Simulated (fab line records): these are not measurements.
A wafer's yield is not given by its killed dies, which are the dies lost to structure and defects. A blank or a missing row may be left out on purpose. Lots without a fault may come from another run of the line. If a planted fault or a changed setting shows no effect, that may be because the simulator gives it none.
A lot that was struck, set against a sound lot ; flow sfq_line ; 21 out of 325 route steps
Sound: the wafers L552.3, L552.4, L552.5. Struck: wafer L561.5. (L561.1 of the same lot was not struck and is left out.) The cause comes at the end.
Per side, at each step with rows, come the tool, then ch with its chambers, and then its first start. Under that, the readings that differ: sound wafers ; struck wafers ; difference of the means ; sigmas: that difference in standard deviations of wafers without a fault.
alike: readings whose means differ by less than 2 such deviations, and words and numbers that are the same on both sides. not compared: withheld readings, readings that some wafer has no value for, bounds like >300 that may hide the same value, and numbers for which the record gives no deviation and whose values overlap.
Wherever a step has rows on one side only, a row that says differs or no value, or a row with sigmas, the two part there. Numbers that don't overlap but have no deviation are shown without sigmas and don't part them. A reading that every wafer of one side lacks parts them only if that side has two wafers or more.

SFQ_I4_OVL_MEAS_928:
  struck on overlay-02, day 58 22:59; sound on overlay-02, day 51 21:08
  alike: I4_OVL
SFQ_TRILAYER_I4_VIA_BARC_OPEN_VIA_ETCH_146: etches BARC in O2, target depth 125 nm, time 41.7 s.
  sound on rie_diel-02 ch 1,2,3, day 51 21:09; struck on rie_diel-02 ch 3, day 58 23:02
  alike: bias_w, drypump_motor_current_A, oes_product_au
  not compared: rf_hours_counter_h
then, 1 step without rows for these wafers: SFQ_TRILAYER_I4_VIA_ETCH_VIA_ETCH_106 (etches SiO2 in CHF3, stops on Nb, target depth 260 nm).
SFQ_TRILAYER_I4_VIA_STRIP_STRIP_107: strips in O2.
  sound on rie_metal-01 ch 0,1, day 51 21:30; struck on rie_metal-01 ch 1, day 58 23:11
  alike: drypump_motor_current_A, oes_product_au
  not compared: rf_hours_counter_h
then, 2 steps without rows for these wafers: SFQ_TRILAYER_I4_VIA_STRIP_SOLV_CLEAN_108 (cleans in NMP, time 600 s); SFQ_TRILAYER_JJ_TRILAYER_DEP_PRE_CLEAN_113 (time 22.5 s).
SFQ_TRILAYER_JJ_TRILAYER_DEP_SPUTTER_109: material Nb, target thk 150 nm, time 100 s.
  struck on pvd_sputter-04, day 59 00:35; sound on pvd_sputter-05, day 51 22:07
  alike: cathode_dc_power_W, throttle_valve_pct
SFQ_TRILAYER_JJ_TRILAYER_DEP_SPUTTER_110: material Al, target thk 8 nm, time 10 s.
  struck on pvd_sputter-04, day 59 00:39; sound on pvd_sputter-05, day 51 22:11
  alike: cathode_dc_power_W, throttle_valve_pct
then, 2 steps without rows for these wafers: SFQ_TRILAYER_JJ_TRILAYER_DEP_AL_OXIDATION_111 (oxidation time 600 s); SFQ_TRILAYER_JJ_TRILAYER_DEP_SPUTTER_112 (material Nb, target thk 170 nm, time 113.3 s).
SFQ_JJ_RS_MEAS_929: measurement is done with a four-point probe.
  struck on film_metro-02, day 59 01:46; sound on film_metro-04, day 51 23:19
  alike: JJ_NB_RS
SFQ_TRILAYER_JJ_CE_LITHO_COAT_119: resist thk 62 nm.
  sound on litho_track-01 ch 0, day 51 23:34; struck on litho_track-01 ch 0, day 59 01:56
reading;sound;struck;difference;sigmas
model.BARC_of_TRILAYER_JJ_CE_LITHO_COAT_119.thk_nm (nm);62.3 62.45 62.13;72.73;+10.44;
then, 5 steps without rows for these wafers: SFQ_TRILAYER_JJ_CE_LITHO_COAT_114 (resist thk 600 nm); SFQ_TRILAYER_JJ_CE_LITHO_SOFTBAKE_118; SFQ_TRILAYER_JJ_CE_LITHO_EXPOSE_115 (exposes mask J5, target cd 700 nm); SFQ_TRILAYER_JJ_CE_LITHO_PEB_117 (peb time 60 s); SFQ_TRILAYER_JJ_CE_LITHO_DEVELOP_116 (time 60 s).
-- the record jumps here: 4 days lie between the struck wafers' starts before and after --
SFQ_JJ_OVL_MEAS_931:
  struck on overlay-01, day 62 21:29; sound on overlay-02, day 55 08:36
  alike: J5_OVL
SFQ_TRILAYER_JJ_CE_METRO_MEASURE_117:
  struck on cd_sem-02, day 62 21:31; sound on cd_sem-02, day 55 09:02
  alike: cd_nm
SFQ_TRILAYER_JJ_CE_BARC_OPEN_RIE_150: chemistry O2, target BARC, target depth 240 nm, time 80 s.
  sound on rie_metal-04 ch 0,1, day 55 09:52; struck on rie_metal-03 ch 0, day 62 22:43
reading;sound;struck;difference;sigmas
oes_product_au (a.u.);0.540 0.548 0.535;0.565;+0.024;+5
model.etch.depth_nm (nm);62.3 62.45 62.13;72.73;+10.44;
  alike: bias_w, drypump_motor_current_A
  not compared: rf_hours_counter_h
then, 1 step without rows for these wafers: SFQ_TRILAYER_JJ_CE_ETCH_RIE_118 (chemistry SF6, target Nb, stops on Al2O3, time 97.7 s, target depth 170 nm).

## WHERE THEY PART
Within this record, at SFQ_TRILAYER_JJ_CE_BARC_OPEN_RIE_150 only.

WHY: whatever the simulator had introduced
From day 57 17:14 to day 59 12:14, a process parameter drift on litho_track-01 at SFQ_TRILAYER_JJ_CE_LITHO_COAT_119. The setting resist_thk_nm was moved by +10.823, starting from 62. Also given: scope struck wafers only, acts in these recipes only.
